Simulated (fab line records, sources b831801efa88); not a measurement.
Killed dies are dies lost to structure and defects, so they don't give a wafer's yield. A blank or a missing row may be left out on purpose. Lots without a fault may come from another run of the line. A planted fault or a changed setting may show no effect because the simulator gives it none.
A struck lot beside a sound one | flow sky130 | 31 steps out of a route of 708
Sound: wafers L145.2, L145.5, L145.6. Struck: wafer L163.6. (L163.2, L163.3 of the same lot were not struck and are left out.) The cause comes at the end.
At each step with rows: each side's tool, then ch and its chambers, then its first start. Under that, the readings that differ: sound wafers | struck wafers | difference of the means | sigmas: that difference in standard deviations of wafers without a fault.
alike: readings whose means differ by less than 2 such deviations, and words and numbers that are the same on both sides. not compared: withheld readings, readings that some wafer has no value for, bounds like >300 that may hide the same value, and numbers for which the record gives no deviation and whose values overlap.
The two part at a step that has a row with sigmas, a row that says differs or no value, or rows on one side only. Numbers that don't overlap but have no deviation are shown without sigmas and don't part them. A reading that every wafer of one side lacks parts them only if that side has two wafers or more.

SKY_LI_CONTACT_OVL_MEAS_13:
  sound on overlay-01, day 30 10:25; struck on overlay-01, day 35 21:26
  alike: LI_CONTACT_OVL
then, 1 step without rows for these wafers: SKY_LI_CONTACT_ETCH_14 (etches BARC in N2/H2, stops on SiO2, time 45.9 s, target depth 60 nm).
SKY_LI_CONTACT_ETCH_15: etches PSG in C4F8/O2/Ar, stops on Si, target depth 600 nm.
  sound on rie_diel-03 ch 0,1,2, day 30 10:29; struck on rie_diel-04 ch 1, day 35 21:31
  alike: oes_product_au
SKY_LI_CONTACT_STRIP_16: strips in O2/N2.
  sound on plasma_asher-01 ch 0,1, day 30 10:34; struck on plasma_asher-01 ch 1, day 35 21:35
  alike: drypump_motor_current_A, oes_product_au, strip_time_to_endpoint_s
  not compared: rf_hours_counter_h
then, 4 steps without rows for these wafers: SKY_LI_CONTACT_CLEAN_17 (cleans in NMP, time 600 s); SKY_LI_CONTACT_PRE_CLEAN_18 (time 5.6 s); SKY_LI_CONTACT_SPUTTER_19 (material Ti, target thk 20 nm, time 106.37 s); SKY_LI_CONTACT_SPUTTER_20 (material TiN, target thk 20 nm, time 80 s).
SKY_LI_CONTACT_CVD_21: deposits W, target thk 400 nm, time 120.56 s.
  sound on cvd_w-02 ch 0,1, day 30 11:01; struck on cvd_w-01 ch 0, day 35 22:02
  reading            | sound       | struck | difference | sigmas
  heater_power_w (W) | 858 834 838 | 718    | -125       | -2
  alike: chamber_pressure_Torr
SKY_LI_CONTACT_RS_MEAS_22: measures by four-point-probe.
  sound on film_metro-01, day 30 11:10; struck on film_metro-01, day 35 22:10
  reading                  | sound                | struck | difference | sigmas
  LI_CONTACT_W_RS (ohm/sq) | 0.2875 0.2853 0.2893 | 0.2817 | -0.0057    | -2
SKY_LI_CONTACT_THK_MEAS_23: measures by xrf.
  sound on film_metro-01, day 30 11:16; struck on film_metro-01, day 35 22:17
  alike: LI_CONTACT_W_THK
SKY_LI_CONTACT_CMP_24: polishes, stops on PSG, t overpolish 20 s, target thk 0 nm.
  sound on cmp-01 ch 1,2, day 30 11:22; struck on cmp-01 ch 1, day 35 22:20
  alike: head_pressure_psi, motor_current_A, overpolish_run_s, time_to_endpoint_s
SKY_LOCAL_INTERCONNECT_SPUTTER_00: material TiN, target thk 100 nm, time 83.3 s.
  sound on pvd_sputter-02, day 30 11:37; struck on pvd_sputter-04, day 35 22:38
  reading                                                | sound                | struck | difference | sigmas
  cathode_dc_power_W (W)                                 | 6497.9 6500.0 6501.7 | 6300.1 | -199.8     | -99 or more
  model.TiN_of_LOCAL_INTERCONNECT_SPUTTER_00.thk_nm (nm) | 101.4 101.9 101.1    | 96.78  | -4.69      |
  alike: throttle_valve_pct
SKY_LOCAL_INTERCONNECT_RS_MEAS_01: measures by four-point-probe.
  sound on film_metro-03, day 30 11:43; struck on film_metro-03, day 35 22:43
  reading                            | sound             | struck | difference | sigmas
  LOCAL_INTERCONNECT_TIN_RS (ohm/sq) | 13.96 13.89 13.99 | 14.63  | +0.68      | +5
SKY_LOCAL_INTERCONNECT_THK_MEAS_02: measures by xrf.
  sound on film_metro-03, day 30 11:49; struck on film_metro-03, day 35 22:49
  reading                         | sound             | struck | difference | sigmas
  LOCAL_INTERCONNECT_TIN_THK (nm) | 101.6 101.9 101.1 | 98.0   | -3.5       | -4
then, 8 steps without rows for these wafers: SKY_LOCAL_INTERCONNECT_DEHYDRATE_03 (time 60 s); SKY_LOCAL_INTERCONNECT_HMDS_04 (prime time 60 s); SKY_LOCAL_INTERCONNECT_COAT_05 (resist thk 60 nm); SKY_LOCAL_INTERCONNECT_COAT_06 (resist thk 450 nm); SKY_LOCAL_INTERCONNECT_SOFTBAKE_07 (time 90 s); SKY_LOCAL_INTERCONNECT_EXPOSE_08 (exposes mask LI1M, target cd 170 nm); SKY_LOCAL_INTERCONNECT_PEB_09; SKY_LOCAL_INTERCONNECT_DEVELOP_10 (develop time 60 s).
SKY_LOCAL_INTERCONNECT_CD_MEAS_11: target cd 170 nm.
  sound on cd_sem-02, day 31 14:52; struck on cd_sem-01, day 37 00:08
  alike: cd_nm
SKY_LOCAL_INTERCONNECT_OVL_MEAS_12:
  sound on overlay-02, day 31 14:58; struck on overlay-02, day 37 00:14
  alike: LOCAL_INTERCONNECT_OVL
then, 1 step without rows for these wafers: SKY_LOCAL_INTERCONNECT_ETCH_13 (etches BARC in N2/H2, stops on SiO2, time 45.9 s, target depth 60 nm).
SKY_LOCAL_INTERCONNECT_METAL_ETCH_14: etches TiN in Cl2/BCl3, stops on PSG, target depth 110 nm, time 31.4 s.
  sound on rie_metal-03 ch 0,1, day 31 15:04; struck on rie_metal-03 ch 0, day 37 00:20
  reading                                        | sound             | struck | difference | sigmas
  oes_product_au (a.u.)                          | 0.949 0.951 0.955 | 0.928  | -0.024     | -4
  model.etch.depth_nm (nm)                       | 101.4 101.9 101.1 | 96.78  | -4.69      |
  model.LOCAL_INTERCONNECT.feature_depth_nm (nm) | 101.4 101.9 101.1 | 96.78  | -4.69      |
  alike: drypump_motor_current_A, throttle_valve_pct
  not compared: rf_hours_counter_h
SKY_LOCAL_INTERCONNECT_STRIP_15: strips in O2/N2.
  sound on plasma_asher-04 ch 0,1, day 31 15:07; struck on plasma_asher-04 ch 1, day 37 00:23
  alike: drypump_motor_current_A, oes_product_au, strip_time_to_endpoint_s
  not compared: rf_hours_counter_h
SKY_LOCAL_INTERCONNECT_STRIP_16: strips in post etch residue remover, time 1200 s.
  sound on wet_bench-04 ch 0, day 31 15:13; struck on wet_bench-04 ch 1, day 37 00:29
  reading                                                | sound           | struck | difference | sigmas
  model.TiN_of_LOCAL_INTERCONNECT_SPUTTER_00.thk_nm (nm) | 101 101.4 100.7 | 96.35  | -4.68      |
  alike: bath_guard_temp_C
then, 1 step without rows for these wafers: SKY_LOCAL_INTERCONNECT_CLEAN_17 (cleans in IPA, time 180 s).
-- the record jumps here: 14 days lie between the struck wafers' starts before and after (it left off in module LOCAL_INTERCONNECT and takes up again in module PAD_OPEN, whose first step shown is number 708 of the route) --
SKY_PAD_OPEN_PROBE_99:
  sound on prober-02, day 46 17:19; struck on prober-02, day 50 13:46
  reading                        | sound             | struck | difference | sigmas
  model.etest.res_li.line_ohm_um | 75.06 74.4 75.79  | 78.78  | +3.70      |
  model.etest.res_li.rs_ohm_sq   | 12.71 12.58 12.69 | 13.28  | +0.62      |
  alike: killed_at_M0_to_M3, killed_at_M4_up, killed_at_contacts, killed_at_front_end, killed_at_other, killed_dies, killed_open, killed_short

WHERE THEY PART
First at SKY_LI_CONTACT_CVD_21; last, within this record, at SKY_LOCAL_INTERCONNECT_METAL_ETCH_14. Later steps at which nothing parts them and some readings are alike: SKY_LOCAL_INTERCONNECT_STRIP_15, SKY_LOCAL_INTERCONNECT_STRIP_16, SKY_PAD_OPEN_PROBE_99.

WHY: what the simulator had put in
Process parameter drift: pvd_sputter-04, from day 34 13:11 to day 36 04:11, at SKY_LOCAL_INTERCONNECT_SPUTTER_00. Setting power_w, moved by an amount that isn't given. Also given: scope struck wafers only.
